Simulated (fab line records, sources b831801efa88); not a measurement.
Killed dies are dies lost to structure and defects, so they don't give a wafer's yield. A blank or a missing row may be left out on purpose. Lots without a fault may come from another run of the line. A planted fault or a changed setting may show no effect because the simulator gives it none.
One fault seen from 2 desks | flow gf180mcu | each desk has only its own numbers; what lay behind them comes last

THE TOOL OWNER'S DESK: krf_scanner-01
The tool's own readings at GF_M4_EXPOSE_11 (exposes mask Metal4, target cd 280 nm): means of the sampled wafers that have a number, for each lot that ran on this tool. A lot is out of limits, marked OUT, if its mean lies more than 4 standard deviations from the usual mean; the brackets give that distance.
Columns: A = exposure_dose_mJ_cm2 at GF_M4_EXPOSE_11, usual 27.943; B = focus_offset_nm at GF_M4_EXPOSE_11, usual -0.1 nm
lot  | first seen here | A                | B
L830 | day 23 02:19    | 27.922           | -0.9
L832 | day 23 11:56    | 27.938           | -0.0
L834 | day 24 00:57    | 27.942           | 0.0
L838 | day 25 17:38    | 28.716 (+30) OUT | -0.2
L840 | day 26 17:40    | 28.551 (+23) OUT | -0.6
This desk's finding: out of limits on L838, L840; first on L838, day 25 17:38 (exposure_dose_mJ_cm2 at GF_M4_EXPOSE_11). In limits: L830, L832, L834.

THE METROLOGY DESK
What the gauges read, lot by lot, whatever tool the lot ran on: means of the sampled wafers that have a number. A lot is out of limits, marked OUT, if its mean lies more than 4 standard deviations from the usual mean; the brackets give that distance.
Columns: A = V3_W_RS at GF_V3_RS_MEAS_24, usual 0.329 ohm/sq; B = M4_ALCU_THK at GF_M4_THK_MEAS_06, usual 441 nm; C = M4_OVL at GF_M4_OVL_MEAS_15, usual 5 nm
lot  | first seen here | A     | B   | C
L830 | day 22 14:32    | 0.327 | 439 | 6
L831 | day 22 21:16    | 0.333 | 437 | 11
L832 | day 22 23:59    | 0.329 | 441 | 6
L834 | day 23 13:11    | 0.331 | 440 | 5
L836 | day 24 19:58    | 0.328 | 442 | 6
L838 | day 25 05:40    | 0.330 | 436 | -0
L840 | day 26 05:35    | 0.328 | 443 | 5
L842 | day 26 09:11    | 0.327 | 450 | 8
L843 | day 26 12:00    | 0.330 | 441 | 5
L844 | day 27 05:09    | 0.331 | 445 | 1
L846 | day 27 19:34    | 0.333 | 444 | 3
L847 | day 28 12:48    | 0.327 | 440 | 19
L849 | day 28 14:07    | 0.330 | 435 | 8
This desk's finding: nothing out of limits on any of the 13 lots.

PUT TOGETHER
The tool owner's desk could have raised an alarm at day 25 17:38, on L838, L840.
The metrology desk saw nothing out of limits.
The metrology desk has L838, L840 on record, within its limits.
Of the lots named, all ran GF_M4_EXPOSE_11 on krf_scanner-01.

WHAT THE SIMULATOR HAD PUT IN
Process parameter drift: krf_scanner-01, from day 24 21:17 on, at GF_M4_EXPOSE_11. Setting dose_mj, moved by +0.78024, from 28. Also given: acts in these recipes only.
Lots struck among those shown: L838, L840.
Hours from the fault's start to each desk's first reading out of limits: the tool owner's desk, 20.
